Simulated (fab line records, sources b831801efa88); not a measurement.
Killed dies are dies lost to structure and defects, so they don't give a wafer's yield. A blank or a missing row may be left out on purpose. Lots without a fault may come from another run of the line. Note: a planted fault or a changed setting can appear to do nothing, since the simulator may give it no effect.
Which tool did it? ; flow sky130 ; 13 lots, 39 wafers sampled, at 5 steps of a route of 708

## WHAT THE GAUGES READ, wafer by wafer
SKY_VT_ADJUST_LVTN_OVL_MEAS_07.
lot;measured;on;VT_ADJUST_LVTN_OVL (nm)
L715;day 7 00:52;overlay-02;-1.6 -0.9 -0.8
L717;day 8 09:54;overlay-01;-1.1 -0.9 0.3
L720;day 8 19:28;overlay-02;-1.1 -1.5 -0.8
L721;day 8 20:41;overlay-01;0.1 -0.4 -0.4
L722;day 9 01:55;overlay-02;-2.5 -2.1 -2.3
L724;day 9 18:10;overlay-01;-1.3 -0.8 0.0
L725;day 9 19:48;overlay-01;-1.1 -0.6 -1.0
L726;day 10 08:10;overlay-01;3.6 3.5 3.2
L729;day 10 22:27;overlay-01;0.3 0.3 -0.7
L731;day 11 09:14;overlay-02;0.2 -0.2 0.4
L733;day 12 02:17;overlay-02;0.5 -1.0 0.4
L734;day 12 08:19;overlay-02;0.7 -0.8 -1.1
L735;day 12 14:52;overlay-02;1.7 1.6 2.1

SKY_VT_ADJUST_HVTR_CD_MEAS_07: the cd target is 380 nm.
lot;measured;on;cd-nm (nm)
L715;day 9 14:25;cd-sem-02;378.5 376.1 375.6
L717;day 11 04:05;cd-sem-02;381.4 381.7 379.7
L720;day 11 15:44;cd-sem-02;378.6 380.1 380.1
L721;day 11 16:14;cd-sem-02;383.8 383.9 383.9
L722;day 11 21:23;cd-sem-01;376.9 379.6 378.9
L724;day 12 17:28;cd-sem-01;381.4 380.7 383.9
L725;day 12 19:32;cd-sem-01;379.7 379.2 378.1
L726;day 13 08:52;cd-sem-01;375.2 375.7 376.2
L729;day 14 00:46;cd-sem-02;380.8 377.6 377.8
L731;day 14 13:02;cd-sem-01;379.9 383.0 382.5
L733;day 15 06:12;cd-sem-02;381.3 376.9 379.7
L734;day 15 14:20;cd-sem-02;379.1 380.5 380.1
L735;day 15 17:59;cd-sem-01;377.4 377.9 377.4

SKY_SONOS_ONO_THK_MEAS_03.
lot;measured;on;SONOS_ONO_CVD_02_THK (nm)
L715;day 11 17:59;film-metro-01;10.43 10.38 10.32
L717;day 13 08:51;film-metro-03;10.68 10.64 10.54
L720;day 13 22:28;film-metro-01;10.35 10.28 10.36
L721;day 14 02:27;film-metro-01;10.50 10.53 10.48
L722;day 14 07:59;film-metro-03;10.41 10.45 10.51
L724;day 15 07:50;film-metro-01;10.58 10.33 10.37
L725;day 15 07:50;film-metro-03;10.37 10.44 10.33
L726;day 15 16:23;film-metro-01;10.50 10.42 10.54
L729;day 16 09:33;film-metro-01;10.60 10.53 10.57
L731;day 17 04:12;film-metro-03;10.36 10.25 10.32
L733;day 17 17:53;film-metro-01;11.42 11.41 11.50
L734;day 18 03:28;film-metro-01;11.36 11.45 11.53
L735;day 18 08:54;film-metro-01;11.24 11.26 11.24

SKY_SONOS_ONO_CD_MEAS_13: the cd target is 410 nm.
lot;measured;on;cd-nm (nm)
L715;day 12 19:23;cd-sem-02;410.9 410.2 409.9
L717;day 14 11:11;cd-sem-01;407.4 407.9 410.6
L720;day 15 01:34;cd-sem-02;412.5 409.1 410.5
L721;day 15 05:13;cd-sem-02;409.5 411.2 411.1
L722;day 15 11:29;cd-sem-01;410.2 408.0 410.1
L724;day 16 12:14;cd-sem-02;412.4 410.5 409.7
L725;day 16 11:56;cd-sem-01;412.2 410.2 412.6
L726;day 16 21:49;cd-sem-02;411.2 411.8 412.6
L729;day 17 14:26;cd-sem-02;411.5 412.0 410.4
L731;day 18 10:34;cd-sem-01;411.5 412.6 413.1
L733;day 19 00:38;cd-sem-01;413.6 412.6 414.6
L734;day 19 11:03;cd-sem-02;408.5 408.5 411.4
L735;day 19 16:53;cd-sem-01;408.6 409.4 407.5

## WHAT TOOL EACH LOT RAN ON (gives the tool, then ch and the chambers of the sampled wafers, and finally the start)
lot;SKY_SONOS_ONO_CVD_02
L715;lpcvd-02 ch 1, day 11 16:56
L717;lpcvd-02 ch 0, day 13 07:47
L720;lpcvd-02 ch 1, day 13 21:25
L721;lpcvd-02 ch 1, day 14 01:18
L722;lpcvd-02 ch 0, day 14 06:56
L724;lpcvd-02 ch 0, day 15 06:46
L725;lpcvd-02 ch 0, day 15 06:46
L726;lpcvd-02 ch 1, day 15 15:20
L729;lpcvd-02 ch 0, day 16 08:29
L731;lpcvd-02 ch 1, day 17 03:09
L733;lpcvd-02 ch 0, day 17 16:49
L734;lpcvd-02 ch 0, day 18 02:23
L735;lpcvd-02 ch 0, day 18 07:17
- SKY_SONOS_ONO_CVD_02: deposits Si3N4 from DCS/NH3, target thk 10.5 nm, time 180 s.

## AS READ BY THE TOOLS THEMSELVES (means over the sampled wafers that have a number; for cases with no such wafer, the mark the record gives instead)
SKY_SONOS_ONO_CVD_02.
lot;tool;spike-tc-upper-C (C);susceptor-temp-C (C)
L715;lpcvd-02;770.1;769.8
L717;lpcvd-02;769.9;769.3
L720;lpcvd-02;770.5;770.0
L721;lpcvd-02;769.2;770.0
L722;lpcvd-02;769.7;770.2
L724;lpcvd-02;769.4;770.5
L725;lpcvd-02;769.4;770.1
L726;lpcvd-02;770.6;769.8
L729;lpcvd-02;769.6;770.3
L731;lpcvd-02;769.7;770.8
L733;lpcvd-02;769.4;770.5
L734;lpcvd-02;768.1;770.0
L735;lpcvd-02;768.0;770.0

## THE ANSWER, worked out from the rows above alone
Rule: the lots themselves supply what counts as usual. Put in order of their means at a reading, lots are off if they are a third of the lots or fewer, leave a main group of 4 or more, and stand apart from it by a gap of 3 or more times the standard deviation of the main group's means; of several such gaps the widest counts. A main group whose means are all the same, to the digits that the tables above print for the reading, isn't used. Also off: a lot with no number at a reading for which 4 or more lots have one. All remaining lots with rows at the step are treated as sound. The gauges are gone through in route order, then the tools' own readings, and for those a lot's mean is taken as printed above. At the first step where some lot is off, the reading lying furthest off is the one used; lots without a number count as furthest.
Off: L733, L734, L735, at SKY_SONOS_ONO_THK_MEAS_03 (SONOS_ONO_CVD_02_THK). The main group has a mean of 10.45 nm with a standard deviation of 0.096.
If a tool, at a process step before that reading, ran all the lots that are off and no sound lot after the first of them, it fits. Gauges at SKY_SONOS_ONO_THK_MEAS_03: tried the same way as those tools. This does not decide it: 2 tools fit, namely lpcvd-02 at SKY_SONOS_ONO_CVD_02 and film-metro-01 at SKY_SONOS_ONO_THK_MEAS_03.

## WHAT WAS PUT IN BY THE SIMULATOR
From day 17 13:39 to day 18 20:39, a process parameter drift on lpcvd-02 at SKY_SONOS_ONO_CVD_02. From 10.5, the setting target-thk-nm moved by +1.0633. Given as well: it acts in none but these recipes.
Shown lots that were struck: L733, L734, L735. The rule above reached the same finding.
